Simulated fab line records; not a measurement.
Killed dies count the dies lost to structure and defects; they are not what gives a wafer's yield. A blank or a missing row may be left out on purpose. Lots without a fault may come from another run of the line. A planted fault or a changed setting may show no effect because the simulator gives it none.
fab line records :: flow sky130
record:
  lots: 5
  wafers: 15
  last_day: 49
route steps=708 shown DNWELL@42 PWDE@45 NWELL@56
lots with no fault: from the same line, run without faults
start_h: hours from the record's opening day to when the first of the lot's shown wafers began :: wait_h: hours since the lot's step before :: " repeats the value in the row above :: L1.1+2: a row that stands for several wafers :: - no value, or no start given :: * or withheld: withheld :: < > ~ a bound
route shown NAME@n: a module of which the file shows steps, and the number in the route of the first :: usual: average and standard deviation across the fault-free wafers :: same: alike in all rows :: chamber/n: place in a boat :: sites: the reading at each site :: _std_site: the values' standard deviation :: _edge_site: inner sites' mean taken away from outer sites' mean :: radius_mm: how far each site lies from the wafer's centre :: mask NAME#n: copy n :: behind: the tool/chamber that last shaped the wafer :: hold: why the lot went on hold/how many hours it stayed there/how the hold came to an end :: device: which transistor (n, p or np) failed to switch :: end of line: the same wafers' tests at the end of the route :: a step given without rows: its recipe and nothing more :: killed: not the wafer's yield, but the dies lost to structure and defects at the first sort :: map: a wafer's dies, marking killed ones x, the rest . and places with no die _
set.NAME: setting as actually run; set.NAME@STEP: the setting as run at that earlier step :: model.NAME: the simulator's own value behind a step, which no gauge read
lots seen at some steps along the route; tables by step, rows by wafer
services: when a tool's chamber went out of use (start_h, in hours from the record's first day, below 0 if earlier), for how many hours, and the reason
== steps ==
step: SKY_DNWELL_IMPLANT_07
recipe:
  species: P
  energy_kev: withheld
  dose_cm2: withheld
  tilt_deg: withheld
step: SKY_DNWELL_STRIP_08
recipe:
  chemistry: O2/N2
  power_w: 1400
  pressure_mtorr: 1500
  platen_temp_c: withheld
  o2_flow_sccm: 3000
  n2_flow_sccm: 300
  overash_fraction: 0.5
usual:
  chamber_pressure_mTorr: 1500.1/1.4
  drypump_motor_current_A: 5.7/0.79
  n2_flow_sccm: 299.9/0.88
  oes_product_au: 0.723/0.0044
  strip_time_to_endpoint_s: 36.90/0.12
lot.wafer: L803.1
tool: plasma_asher-02
chamber: 0
start_h: 58.51
wait_h: 0.1
chamber_pressure_mTorr: 1499.6
drypump_motor_current_A: 4.8
n2_flow_sccm: 300.2
oes_product_au: 0.723
rf_hours_counter_h: 25
strip_time_to_endpoint_s: 36.82

lot.wafer: L803.5
tool: plasma_asher-02
chamber: 1
start_h: 58.51
wait_h: 0.1
chamber_pressure_mTorr: 1500.5
drypump_motor_current_A: 5.1
n2_flow_sccm: 299.2
oes_product_au: 0.728
rf_hours_counter_h: -
strip_time_to_endpoint_s: 36.91

lot.wafer: L803.6
tool: plasma_asher-02
chamber: 0
start_h: 58.51
wait_h: 0.1
chamber_pressure_mTorr: 1501.8
drypump_motor_current_A: 4.8
n2_flow_sccm: 299.9
oes_product_au: 0.717
rf_hours_counter_h: -
strip_time_to_endpoint_s: 36.91

lot.wafer: L805.1
tool: plasma_asher-03
chamber: 1
start_h: 69.41
wait_h: 0.1
chamber_pressure_mTorr: 1499.0
drypump_motor_current_A: 6.7
n2_flow_sccm: 299.6
oes_product_au: 0.725
rf_hours_counter_h: 38
strip_time_to_endpoint_s: 36.88

lot.wafer: L805.2
tool: plasma_asher-03
chamber: 0
start_h: 69.41
wait_h: 0.1
chamber_pressure_mTorr: 1500.0
drypump_motor_current_A: 6.5
n2_flow_sccm: 299.9
oes_product_au: 0.725
rf_hours_counter_h: 38
strip_time_to_endpoint_s: 36.91

lot.wafer: L805.6
tool: plasma_asher-03
chamber: 1
start_h: 69.41
wait_h: 0.1
chamber_pressure_mTorr: 1499.9
drypump_motor_current_A: 6.7
n2_flow_sccm: 300.5
oes_product_au: 0.719
rf_hours_counter_h: -
strip_time_to_endpoint_s: 36.91

lot.wafer: L808.2
tool: plasma_asher-02
chamber: 1
start_h: 86.78
wait_h: 0.1
chamber_pressure_mTorr: 1501.8
drypump_motor_current_A: 5.1
n2_flow_sccm: 302.3
oes_product_au: 0.718
rf_hours_counter_h: 27
strip_time_to_endpoint_s: 36.90

lot.wafer: L808.4
tool: plasma_asher-02
chamber: 1
start_h: 86.78
wait_h: 0.1
chamber_pressure_mTorr: 1497.5
drypump_motor_current_A: 5.1
n2_flow_sccm: 301.9
oes_product_au: 0.725
rf_hours_counter_h: -
strip_time_to_endpoint_s: 36.92

lot.wafer: L808.6
tool: plasma_asher-02
chamber: 0
start_h: 86.78
wait_h: 0.1
chamber_pressure_mTorr: 1499.6
drypump_motor_current_A: 4.8
n2_flow_sccm: 299.4
oes_product_au: 0.731
rf_hours_counter_h: -
strip_time_to_endpoint_s: 36.90

lot.wafer: L820.2
tool: plasma_asher-02
chamber: 1
start_h: 149.54
wait_h: 0.1
chamber_pressure_mTorr: 1500.0
drypump_motor_current_A: 5.0
n2_flow_sccm: 299.7
oes_product_au: 0.722
rf_hours_counter_h: 34
strip_time_to_endpoint_s: 37.04

lot.wafer: L820.3
tool: plasma_asher-02
chamber: 0
start_h: 149.54
wait_h: 0.1
chamber_pressure_mTorr: 1501.3
drypump_motor_current_A: 4.8
n2_flow_sccm: 302.1
oes_product_au: 0.718
rf_hours_counter_h: -
strip_time_to_endpoint_s: 36.90

lot.wafer: L820.4
tool: plasma_asher-02
chamber: 1
start_h: 149.54
wait_h: 0.1
chamber_pressure_mTorr: 1500.7
drypump_motor_current_A: 5.0
n2_flow_sccm: 299.7
oes_product_au: 0.723
rf_hours_counter_h: -
strip_time_to_endpoint_s: 36.91

lot.wafer: L822.1
tool: plasma_asher-02
chamber: 0
start_h: 159.73
wait_h: 0.1
chamber_pressure_mTorr: 1502.9
drypump_motor_current_A: 4.8
n2_flow_sccm: 301.0
oes_product_au: 0.716
rf_hours_counter_h: 35
strip_time_to_endpoint_s: 36.83

lot.wafer: L822.2
tool: plasma_asher-02
chamber: 1
start_h: 159.73
wait_h: 0.1
chamber_pressure_mTorr: 1500.6
drypump_motor_current_A: 5.0
n2_flow_sccm: 299.3
oes_product_au: 0.722
rf_hours_counter_h: 35
strip_time_to_endpoint_s: 36.78

lot.wafer: L822.4
tool: plasma_asher-02
chamber: 1
start_h: 159.73
wait_h: 0.1
chamber_pressure_mTorr: 1499.0
drypump_motor_current_A: 5.0
n2_flow_sccm: 299.9
oes_product_au: 0.721
rf_hours_counter_h: -
strip_time_to_endpoint_s: 36.83
step: SKY_DNWELL_TW_MEAS_09
usual:
  DNWELL_TW: 1108/6.5
lot.wafer: L803.1
tool: film_metro-02
chamber: -
start_h: 58.61
wait_h: 0.1
DNWELL_TW: 1120

lot.wafer: L803.5
tool: film_metro-02
chamber: -
start_h: 58.61
wait_h: 0.1
DNWELL_TW: 1124

lot.wafer: L803.6
tool: film_metro-02
chamber: -
start_h: 58.61
wait_h: 0.1
DNWELL_TW: 1118

lot.wafer: L805.1
tool: film_metro-03
chamber: -
start_h: 69.51
wait_h: 0.1
DNWELL_TW: 1102

lot.wafer: L805.2
tool: film_metro-03
chamber: -
start_h: 69.51
wait_h: 0.1
DNWELL_TW: 1100

lot.wafer: L805.6
tool: film_metro-03
chamber: -
start_h: 69.51
wait_h: 0.1
DNWELL_TW: 1104

lot.wafer: L808.2
tool: film_metro-04
chamber: -
start_h: 86.89
wait_h: 0.1
DNWELL_TW: 1115

lot.wafer: L808.4
tool: film_metro-04
chamber: -
start_h: 86.89
wait_h: 0.1
DNWELL_TW: 1112

lot.wafer: L808.6
tool: film_metro-04
chamber: -
start_h: 86.89
wait_h: 0.1
DNWELL_TW: 1116

lot.wafer: L820.2
tool: film_metro-04
chamber: -
start_h: 149.65
wait_h: 0.1
DNWELL_TW: 1113

lot.wafer: L820.3
tool: film_metro-04
chamber: -
start_h: 149.65
wait_h: 0.1
DNWELL_TW: 1108

lot.wafer: L820.4
tool: film_metro-04
chamber: -
start_h: 149.65
wait_h: 0.1
DNWELL_TW: 1108

lot.wafer: L822.1
tool: film_metro-04
chamber: -
start_h: 159.83
wait_h: 0.1
DNWELL_TW: 1114

lot.wafer: L822.2
tool: film_metro-04
chamber: -
start_h: 159.83
wait_h: 0.1
DNWELL_TW: 1109

lot.wafer: L822.4
tool: film_metro-04
chamber: -
start_h: 159.83
wait_h: 0.1
DNWELL_TW: 1118
step: SKY_PWDE_DEHYDRATE_00
recipe:
  temp_c: 200
  time_s: 60
step: SKY_PWDE_HMDS_01
recipe:
  prime_time_s: 60
  prime_temp_c: 120
step: SKY_PWDE_COAT_02
recipe:
  spin_rpm: 2000
  resist_thk_nm: 3000
step: SKY_PWDE_SOFTBAKE_03
recipe:
  temp_c: 110
  time_s: withheld
step: SKY_PWDE_EXPOSE_04
recipe:
  mask_id: PWDEM
  na: 0.6
  source_shape: conventional
  sigma_outer: 0.6
  polarization: unpolarized
  target_cd_nm: 840
  dose_mj: 214
step: SKY_PWDE_PEB_05
recipe:
  temp_c: 115
  time_s: withheld
step: SKY_PWDE_DEVELOP_06
recipe:
  wall_angle_deg: 90
  developer: TMAH
  develop_time_s: 60
  dev_temp_c: 23
step: SKY_PWDE_OVL_MEAS_07
usual:
  PWDE_OVL: -0.4/1.5
lot.wafer: L803.1
tool: overlay-02
chamber: -
start_h: 73.74
wait_h: -
PWDE_OVL[nm]: -2.5

lot.wafer: L803.5
tool: overlay-02
chamber: -
start_h: 73.74
wait_h: -
PWDE_OVL[nm]: -2.3

lot.wafer: L803.6
tool: overlay-02
chamber: -
start_h: 73.74
wait_h: -
PWDE_OVL[nm]: -2.0

lot.wafer: L805.1
tool: overlay-02
chamber: -
start_h: 85.53
wait_h: -
PWDE_OVL[nm]: 0.2

lot.wafer: L805.2
tool: overlay-02
chamber: -
start_h: 85.53
wait_h: -
PWDE_OVL[nm]: -1.0

lot.wafer: L805.6
tool: overlay-02
chamber: -
start_h: 85.53
wait_h: -
PWDE_OVL[nm]: -0.2

lot.wafer: L808.2
tool: overlay-02
chamber: -
start_h: 104.29
wait_h: -
PWDE_OVL[nm]: -0.5

lot.wafer: L808.4
tool: overlay-02
chamber: -
start_h: 104.29
wait_h: -
PWDE_OVL[nm]: 0.1

lot.wafer: L808.6
tool: overlay-02
chamber: -
start_h: 104.29
wait_h: -
PWDE_OVL[nm]: 0.1

lot.wafer: L820.2
tool: overlay-02
chamber: -
start_h: 168.83
wait_h: -
PWDE_OVL[nm]: -2.6

lot.wafer: L820.3
tool: overlay-02
chamber: -
start_h: 168.83
wait_h: -
PWDE_OVL[nm]: -0.5

lot.wafer: L820.4
tool: overlay-02
chamber: -
start_h: 168.83
wait_h: -
PWDE_OVL[nm]: 0.0

lot.wafer: L822.1
tool: overlay-01
chamber: -
start_h: 179.74
wait_h: -
PWDE_OVL[nm]: -0.2

lot.wafer: L822.2
tool: overlay-01
chamber: -
start_h: 179.74
wait_h: -
PWDE_OVL[nm]: 2.1

lot.wafer: L822.4
tool: overlay-01
chamber: -
start_h: 179.74
wait_h: -
PWDE_OVL[nm]: 2.9
step: SKY_PWDE_IMPLANT_08
recipe:
  species: B
  energy_kev: 150
  dose_cm2: 3.6e+12
  tilt_deg: withheld
step: SKY_PWDE_STRIP_09
recipe:
  chemistry: O2/N2
  power_w: 1400
  pressure_mtorr: 1500
  platen_temp_c: withheld
  o2_flow_sccm: 3000
  n2_flow_sccm: 300
  overash_fraction: 0.5
usual:
  chamber_pressure_mTorr: 1500.1/1.5
  drypump_motor_current_A: 5.7/0.83
  n2_flow_sccm: 299.9/0.82
  oes_product_au: 0.722/0.0047
  strip_time_to_endpoint_s: 36.84/0.097
lot.wafer: L803.1
tool: plasma_asher-03
chamber: 0
start_h: 73.93
wait_h: 0.1
chamber_pressure_mTorr: 1500.3
drypump_motor_current_A: 6.5
n2_flow_sccm: 298.9
oes_product_au: 0.714
rf_hours_counter_h: 39
strip_time_to_endpoint_s: 36.91
model.coat_of_PWDE_COAT_02.thk_nm: 0

lot.wafer: L803.5
tool: plasma_asher-03
chamber: 1
start_h: 73.93
wait_h: 0.1
chamber_pressure_mTorr: 1501.3
drypump_motor_current_A: 6.7
n2_flow_sccm: 299.7
oes_product_au: 0.720
rf_hours_counter_h: -
strip_time_to_endpoint_s: 36.81
model.coat_of_PWDE_COAT_02.thk_nm: 0

lot.wafer: L803.6
tool: plasma_asher-03
chamber: 0
start_h: 73.93
wait_h: 0.1
chamber_pressure_mTorr: 1498.6
drypump_motor_current_A: 6.5
n2_flow_sccm: 298.4
oes_product_au: 0.722
rf_hours_counter_h: -
strip_time_to_endpoint_s: 36.90
model.coat_of_PWDE_COAT_02.thk_nm: 0

lot.wafer: L805.1
tool: plasma_asher-04
chamber: 1
start_h: 85.72
wait_h: 0.1
chamber_pressure_mTorr: 1501.5
drypump_motor_current_A: 4.8
n2_flow_sccm: 301.0
oes_product_au: 0.724
rf_hours_counter_h: 38
strip_time_to_endpoint_s: 36.87
model.coat_of_PWDE_COAT_02.thk_nm: 0

lot.wafer: L805.2
tool: plasma_asher-04
chamber: 0
start_h: 85.72
wait_h: 0.1
chamber_pressure_mTorr: 1500.7
drypump_motor_current_A: 6.4
n2_flow_sccm: 299.5
oes_product_au: 0.723
rf_hours_counter_h: 38
strip_time_to_endpoint_s: 36.81
model.coat_of_PWDE_COAT_02.thk_nm: 0

lot.wafer: L805.6
tool: plasma_asher-04
chamber: 0
start_h: 85.72
wait_h: 0.1
chamber_pressure_mTorr: 1499.0
drypump_motor_current_A: 6.4
n2_flow_sccm: 298.5
oes_product_au: 0.724
rf_hours_counter_h: -
strip_time_to_endpoint_s: 36.69
model.coat_of_PWDE_COAT_02.thk_nm: 0

lot.wafer: L808.2
tool: plasma_asher-03
chamber: 0
start_h: 104.47
wait_h: 0.1
chamber_pressure_mTorr: 1501.7
drypump_motor_current_A: 6.5
n2_flow_sccm: 299.0
oes_product_au: 0.934
rf_hours_counter_h: 42
strip_time_to_endpoint_s: -
model.coat_of_PWDE_COAT_02.thk_nm: 1512

lot.wafer: L808.4
tool: plasma_asher-03
chamber: 1
start_h: 104.47
wait_h: 0.1
chamber_pressure_mTorr: 1498.5
drypump_motor_current_A: 6.7
n2_flow_sccm: 300.8
oes_product_au: 0.935
rf_hours_counter_h: -
strip_time_to_endpoint_s: -
model.coat_of_PWDE_COAT_02.thk_nm: 1512

lot.wafer: L808.6
tool: plasma_asher-03
chamber: 0
start_h: 104.47
wait_h: 0.1
chamber_pressure_mTorr: 1500.7
drypump_motor_current_A: 6.5
n2_flow_sccm: 300.1
oes_product_au: 0.933
rf_hours_counter_h: -
strip_time_to_endpoint_s: -
model.coat_of_PWDE_COAT_02.thk_nm: 1514

lot.wafer: L820.2
tool: plasma_asher-02
chamber: 1
start_h: 169.01
wait_h: 0.1
chamber_pressure_mTorr: 1498.5
drypump_motor_current_A: 5.0
n2_flow_sccm: 300.4
oes_product_au: 0.725
rf_hours_counter_h: 36
strip_time_to_endpoint_s: 36.98
model.coat_of_PWDE_COAT_02.thk_nm: 0

lot.wafer: L820.3
tool: plasma_asher-02
chamber: 1
start_h: 169.01
wait_h: 0.1
chamber_pressure_mTorr: 1498.0
drypump_motor_current_A: 5.0
n2_flow_sccm: 301.0
oes_product_au: 0.720
rf_hours_counter_h: -
strip_time_to_endpoint_s: 36.94
model.coat_of_PWDE_COAT_02.thk_nm: 0

lot.wafer: L820.4
tool: plasma_asher-02
chamber: 0
start_h: 169.01
wait_h: 0.1
chamber_pressure_mTorr: 1504.5
drypump_motor_current_A: 4.8
n2_flow_sccm: 301.3
oes_product_au: 0.729
rf_hours_counter_h: -
strip_time_to_endpoint_s: 36.82
model.coat_of_PWDE_COAT_02.thk_nm: 0

lot.wafer: L822.1
tool: plasma_asher-02
chamber: 0
start_h: 179.93
wait_h: 0.1
chamber_pressure_mTorr: 1501.2
drypump_motor_current_A: 4.8
n2_flow_sccm: 300.3
oes_product_au: 0.723
rf_hours_counter_h: 37
strip_time_to_endpoint_s: 36.76
model.coat_of_PWDE_COAT_02.thk_nm: 0

lot.wafer: L822.2
tool: plasma_asher-02
chamber: 1
start_h: 179.93
wait_h: 0.1
chamber_pressure_mTorr: 1502.9
drypump_motor_current_A: 5.1
n2_flow_sccm: 300.3
oes_product_au: 0.719
rf_hours_counter_h: 37
strip_time_to_endpoint_s: 36.81
model.coat_of_PWDE_COAT_02.thk_nm: 0

lot.wafer: L822.4
tool: plasma_asher-02
chamber: 0
start_h: 179.93
wait_h: 0.1
chamber_pressure_mTorr: 1500.6
drypump_motor_current_A: 4.8
n2_flow_sccm: 299.9
oes_product_au: 0.729
rf_hours_counter_h: -
strip_time_to_endpoint_s: 36.87
model.coat_of_PWDE_COAT_02.thk_nm: 0
step: SKY_PWDE_TW_MEAS_10
usual:
  PWDE_TW: 371.7/2.5
lot.wafer: L803.1
tool: film_metro-04
chamber: -
start_h: 74.03
wait_h: 0.1
PWDE_TW: 373.2

lot.wafer: L803.5
tool: film_metro-04
chamber: -
start_h: 74.03
wait_h: 0.1
PWDE_TW: 372.9

lot.wafer: L803.6
tool: film_metro-04
chamber: -
start_h: 74.03
wait_h: 0.1
PWDE_TW: 372.1

lot.wafer: L805.1
tool: film_metro-02
chamber: -
start_h: 85.82
wait_h: 0.1
PWDE_TW: 376.2

lot.wafer: L805.2
tool: film_metro-02
chamber: -
start_h: 85.82
wait_h: 0.1
PWDE_TW: 375.4

lot.wafer: L805.6
tool: film_metro-02
chamber: -
start_h: 85.82
wait_h: 0.1
PWDE_TW: 374.6

lot.wafer: L808.2
tool: film_metro-04
chamber: -
start_h: 104.58
wait_h: 0.1
PWDE_TW: 374.1

lot.wafer: L808.4
tool: film_metro-04
chamber: -
start_h: 104.58
wait_h: 0.1
PWDE_TW: 371.5

lot.wafer: L808.6
tool: film_metro-04
chamber: -
start_h: 104.58
wait_h: 0.1
PWDE_TW: 372.0

lot.wafer: L820.2
tool: film_metro-02
chamber: -
start_h: 169.12
wait_h: 0.1
PWDE_TW: 376.4

lot.wafer: L820.3
tool: film_metro-02
chamber: -
start_h: 169.12
wait_h: 0.1
PWDE_TW: 376.8

lot.wafer: L820.4
tool: film_metro-02
chamber: -
start_h: 169.12
wait_h: 0.1
PWDE_TW: 375.9

lot.wafer: L822.1
tool: film_metro-04
chamber: -
start_h: 180.03
wait_h: 0.1
PWDE_TW: 373.7

lot.wafer: L822.2
tool: film_metro-04
chamber: -
start_h: 180.03
wait_h: 0.1
PWDE_TW: 373.7

lot.wafer: L822.4
tool: film_metro-04
chamber: -
start_h: 180.03
wait_h: 0.1
PWDE_TW: 371.8
step: SKY_NWELL_DEHYDRATE_03
recipe:
  temp_c: 200
  time_s: 60
step: SKY_NWELL_HMDS_04
recipe:
  prime_time_s: 60
  prime_temp_c: 120
step: SKY_NWELL_COAT_05
recipe:
  spin_rpm: 2000
  resist_thk_nm: 3000
step: SKY_NWELL_SOFTBAKE_06
recipe:
  temp_c: 110
  time_s: withheld
step: SKY_NWELL_EXPOSE_07
recipe:
  mask_id: NWM
  na: 0.6
  source_shape: conventional
  sigma_outer: 0.6
  polarization: unpolarized
  target_cd_nm: 840
  dose_mj: 255
step: SKY_NWELL_PEB_08
recipe:
  temp_c: 115
  time_s: withheld
step: SKY_NWELL_DEVELOP_09
recipe:
  wall_angle_deg: 90
  developer: TMAH
  develop_time_s: 60
  dev_temp_c: 23
step: SKY_NWELL_OVL_MEAS_10
usual:
  NWELL_00_OVL: 0.8/1.5
lot.wafer: L803.1
tool: overlay-01
chamber: -
start_h: 90.26
wait_h: -
NWELL_00_OVL[nm]: 0.8

lot.wafer: L803.5
tool: overlay-01
chamber: -
start_h: 90.26
wait_h: -
NWELL_00_OVL[nm]: 0.0

lot.wafer: L803.6
tool: overlay-01
chamber: -
start_h: 90.26
wait_h: -
NWELL_00_OVL[nm]: -0.8

lot.wafer: L805.1
tool: overlay-01
chamber: -
start_h: 102.96
wait_h: -
NWELL_00_OVL[nm]: 0.6

lot.wafer: L805.2
tool: overlay-01
chamber: -
start_h: 102.96
wait_h: -
NWELL_00_OVL[nm]: -0.7

lot.wafer: L805.6
tool: overlay-01
chamber: -
start_h: 102.96
wait_h: -
NWELL_00_OVL[nm]: 0.0

lot.wafer: L808.2
tool: overlay-01
chamber: -
start_h: 123.14
wait_h: -
NWELL_00_OVL[nm]: 3.9

lot.wafer: L808.4
tool: overlay-01
chamber: -
start_h: 123.14
wait_h: -
NWELL_00_OVL[nm]: 1.8

lot.wafer: L808.6
tool: overlay-01
chamber: -
start_h: 123.14
wait_h: -
NWELL_00_OVL[nm]: 3.5

lot.wafer: L820.2
tool: overlay-02
chamber: -
start_h: 189.73
wait_h: -
NWELL_00_OVL[nm]: -0.7

lot.wafer: L820.3
tool: overlay-02
chamber: -
start_h: 189.73
wait_h: -
NWELL_00_OVL[nm]: 0.5

lot.wafer: L820.4
tool: overlay-02
chamber: -
start_h: 189.73
wait_h: -
NWELL_00_OVL[nm]: -0.4

lot.wafer: L822.1
tool: overlay-01
chamber: -
start_h: 201.13
wait_h: -
NWELL_00_OVL[nm]: 1.5

lot.wafer: L822.2
tool: overlay-01
chamber: -
start_h: 201.13
wait_h: -
NWELL_00_OVL[nm]: 0.6

lot.wafer: L822.4
tool: overlay-01
chamber: -
start_h: 201.13
wait_h: -
NWELL_00_OVL[nm]: 0.5
step: SKY_NWELL_IMPLANT_11
recipe:
  species: P
  energy_kev: 400
  dose_cm2: 1.9e+13
  tilt_deg: withheld
step: SKY_NWELL_IMPLANT_12
recipe:
  species: P
  energy_kev: 120
  dose_cm2: 1.3e+12
  tilt_deg: withheld
step: SKY_NWELL_IMPLANT_13
recipe:
  species: P
  energy_kev: 50
  dose_cm2: 7e+11
  tilt_deg: withheld
step: SKY_NWELL_STRIP_14
recipe:
  chemistry: O2/N2
  power_w: 1400
  pressure_mtorr: 1500
  platen_temp_c: withheld
  o2_flow_sccm: 3000
  n2_flow_sccm: 300
  overash_fraction: 0.5
usual:
  chamber_pressure_mTorr: 1500.0/1.3
  drypump_motor_current_A: 6.0/0.72
  n2_flow_sccm: 299.8/0.94
  oes_product_au: 0.723/0.0048
  strip_time_to_endpoint_s: 36.90/0.13
lot.wafer: L803.1
tool: plasma_asher-04
chamber: 1
start_h: 90.75
wait_h: 0.1
chamber_pressure_mTorr: 1500.0
drypump_motor_current_A: 4.7
n2_flow_sccm: 300.8
oes_product_au: 0.722
rf_hours_counter_h: 39
strip_time_to_endpoint_s: 36.97

lot.wafer: L803.5
tool: plasma_asher-04
chamber: 1
start_h: 90.75
wait_h: 0.1
chamber_pressure_mTorr: 1501.8
drypump_motor_current_A: 4.7
n2_flow_sccm: 302.0
oes_product_au: 0.716
rf_hours_counter_h: -
strip_time_to_endpoint_s: 36.89

lot.wafer: L803.6
tool: plasma_asher-04
chamber: 0
start_h: 90.75
wait_h: 0.1
chamber_pressure_mTorr: 1499.9
drypump_motor_current_A: 6.3
n2_flow_sccm: 298.3
oes_product_au: 0.721
rf_hours_counter_h: -
strip_time_to_endpoint_s: 36.90

lot.wafer: L805.1
tool: plasma_asher-01
chamber: 0
start_h: 103.45
wait_h: 0.1
chamber_pressure_mTorr: 1500.7
drypump_motor_current_A: 5.9
n2_flow_sccm: 298.6
oes_product_au: 0.718
rf_hours_counter_h: 43
strip_time_to_endpoint_s: 36.71

lot.wafer: L805.2
tool: plasma_asher-01
chamber: 1
start_h: 103.45
wait_h: 0.1
chamber_pressure_mTorr: 1500.8
drypump_motor_current_A: 6.6
n2_flow_sccm: 300.1
oes_product_au: 0.715
rf_hours_counter_h: 43
strip_time_to_endpoint_s: 36.74

lot.wafer: L805.6
tool: plasma_asher-01
chamber: 0
start_h: 103.45
wait_h: 0.1
chamber_pressure_mTorr: 1500.2
drypump_motor_current_A: 5.9
n2_flow_sccm: 300.1
oes_product_au: 0.724
rf_hours_counter_h: -
strip_time_to_endpoint_s: 36.63

lot.wafer: L808.2
tool: plasma_asher-03
chamber: 1
start_h: 123.62
wait_h: 0.1
chamber_pressure_mTorr: 1499.8
drypump_motor_current_A: 6.7
n2_flow_sccm: 300.6
oes_product_au: 0.724
rf_hours_counter_h: 44
strip_time_to_endpoint_s: 59.37

lot.wafer: L808.4
tool: plasma_asher-03
chamber: 0
start_h: 123.62
wait_h: 0.1
chamber_pressure_mTorr: 1497.7
drypump_motor_current_A: 6.5
n2_flow_sccm: 299.9
oes_product_au: 0.724
rf_hours_counter_h: -
strip_time_to_endpoint_s: 59.32

lot.wafer: L808.6
tool: plasma_asher-03
chamber: 0
start_h: 123.62
wait_h: 0.1
chamber_pressure_mTorr: 1501.0
drypump_motor_current_A: 6.5
n2_flow_sccm: 299.6
oes_product_au: 0.735
rf_hours_counter_h: -
strip_time_to_endpoint_s: 59.44

lot.wafer: L820.2
tool: plasma_asher-04
chamber: 0
start_h: 190.21
wait_h: 0.1
chamber_pressure_mTorr: 1501.5
drypump_motor_current_A: 6.3
n2_flow_sccm: 301.2
oes_product_au: 0.719
rf_hours_counter_h: 7
strip_time_to_endpoint_s: 37.07

lot.wafer: L820.3
tool: plasma_asher-04
chamber: 1
start_h: 190.21
wait_h: 0.1
chamber_pressure_mTorr: 1500.6
drypump_motor_current_A: 4.7
n2_flow_sccm: 300.0
oes_product_au: 0.721
rf_hours_counter_h: -
strip_time_to_endpoint_s: 37.02

lot.wafer: L820.4
tool: plasma_asher-04
chamber: 0
start_h: 190.21
wait_h: 0.1
chamber_pressure_mTorr: 1499.6
drypump_motor_current_A: 6.3
n2_flow_sccm: 300.2
oes_product_au: 0.730
rf_hours_counter_h: -
strip_time_to_endpoint_s: 37.06

lot.wafer: L822.1
tool: plasma_asher-03
chamber: 0
start_h: 201.62
wait_h: 0.1
chamber_pressure_mTorr: 1498.6
drypump_motor_current_A: 6.5
n2_flow_sccm: 299.8
oes_product_au: 0.723
rf_hours_counter_h: 51
strip_time_to_endpoint_s: 36.76

lot.wafer: L822.2
tool: plasma_asher-03
chamber: 1
start_h: 201.62
wait_h: 0.1
chamber_pressure_mTorr: 1500.6
drypump_motor_current_A: 6.7
n2_flow_sccm: 300.5
oes_product_au: 0.717
rf_hours_counter_h: 51
strip_time_to_endpoint_s: 36.98

lot.wafer: L822.4
tool: plasma_asher-03
chamber: 1
start_h: 201.62
wait_h: 0.1
chamber_pressure_mTorr: 1500.6
drypump_motor_current_A: 6.7
n2_flow_sccm: 299.5
oes_product_au: 0.722
rf_hours_counter_h: -
strip_time_to_endpoint_s: 36.89
step: SKY_NWELL_TW_MEAS_15
usual:
  NWELL_TW: 1809/10
lot.wafer: L803.1
tool: film_metro-02
chamber: -
start_h: 90.85
wait_h: 0.1
NWELL_TW: 1821

lot.wafer: L803.5
tool: film_metro-02
chamber: -
start_h: 90.85
wait_h: 0.1
NWELL_TW: 1831

lot.wafer: L803.6
tool: film_metro-02
chamber: -
start_h: 90.85
wait_h: 0.1
NWELL_TW: 1813

lot.wafer: L805.1
tool: film_metro-04
chamber: -
start_h: 103.55
wait_h: 0.1
NWELL_TW: 1820

lot.wafer: L805.2
tool: film_metro-04
chamber: -
start_h: 103.55
wait_h: 0.1
NWELL_TW: 1816

lot.wafer: L805.6
tool: film_metro-04
chamber: -
start_h: 103.55
wait_h: 0.1
NWELL_TW: 1808

lot.wafer: L808.2
tool: film_metro-04
chamber: -
start_h: 123.73
wait_h: 0.1
NWELL_TW: 30

lot.wafer: L808.4
tool: film_metro-04
chamber: -
start_h: 123.73
wait_h: 0.1
NWELL_TW: 30

lot.wafer: L808.6
tool: film_metro-04
chamber: -
start_h: 123.73
wait_h: 0.1
NWELL_TW: 30

lot.wafer: L820.2
tool: film_metro-04
chamber: -
start_h: 190.32
wait_h: 0.1
NWELL_TW: 1799

lot.wafer: L820.3
tool: film_metro-04
chamber: -
start_h: 190.32
wait_h: 0.1
NWELL_TW: 1807

lot.wafer: L820.4
tool: film_metro-04
chamber: -
start_h: 190.32
wait_h: 0.1
NWELL_TW: 1806

lot.wafer: L822.1
tool: film_metro-02
chamber: -
start_h: 201.72
wait_h: 0.1
NWELL_TW: 1819

lot.wafer: L822.2
tool: film_metro-02
chamber: -
start_h: 201.72
wait_h: 0.1
NWELL_TW: 1825

lot.wafer: L822.4
tool: film_metro-02
chamber: -
start_h: 201.72
wait_h: 0.1
NWELL_TW: 1826
step: SKY_NWELL_DEHYDRATE_16
recipe:
  temp_c: 200
  time_s: 60
== services ==
tool: plasma_asher-01
chamber: -
start_h: 50.22
hours: 2.8
kind: pm

tool: plasma_asher-04
chamber: -
start_h: 67.77
hours: 8.5
kind: repair

tool: plasma_asher-04
chamber: -
start_h: 108.75
hours: 9.0
kind: pm

tool: plasma_asher-04
chamber: 0
start_h: 108.75
hours: 9.0
kind: vent_cycle

tool: plasma_asher-04
chamber: 1
start_h: 108.75
hours: 9.0
kind: vent_cycle

tool: plasma_asher-04
chamber: 0
start_h: 117.75
hours: -
kind: clean

tool: plasma_asher-04
chamber: 1
start_h: 117.75
hours: -
kind: clean

tool: plasma_asher-04
chamber: -
start_h: 119.74
hours: 5.1
kind: repair

tool: plasma_asher-03
chamber: -
start_h: 182.22
hours: 14.6
kind: pm

tool: plasma_asher-01
chamber: -
start_h: 197.26
hours: 28.1
kind: pm
== key ==
first_sign:
  step: SKY_PWDE_STRIP_09
  reading: oes_product_au
  direction: up
  sigmas: 45
  usual: 0.722
  struck: 0.934
effect:
  step: SKY_NWELL_STRIP_14
  reading: strip_time_to_endpoint_s
  direction: up
  sigmas: 99+
  usual: *
  struck: *
effect:
  step: SKY_NWELL_TW_MEAS_15
  reading: NWELL_TW
  direction: down
  sigmas: 99+
  usual: 1809
  struck: 30
model_effect:
  step: SKY_PWDE_STRIP_09
  value: coat_of_PWDE_COAT_02.thk_nm
  without: 0
  struck: 1513
met_at SKY_PWDE_STRIP_09
struck_wafers L808.2,L808.4,L808.6
sort_left_out L808.2,L808.4,L808.6
tester_left_out L808
onset_between 73.93 104.47
fault:
  kind: strip_aborted
  tool: plasma_asher-03
  chamber: -
  onset_h: 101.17
  steps: SKY_PWDE_STRIP_09
  offset: 0.73792
  end_h: 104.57
tester_left_out: of these lots the tester's yield and bins aren't shown, on N5 and GAA mostly nor the transistor test; their killed dies are dies lost to structure and defects alone, not to doping, threshold or leakage, so they don't give the yield
sort_left_out: the simulated sort isn't trusted on such a fault, so these wafers' sort isn't shown, and their yield isn't known
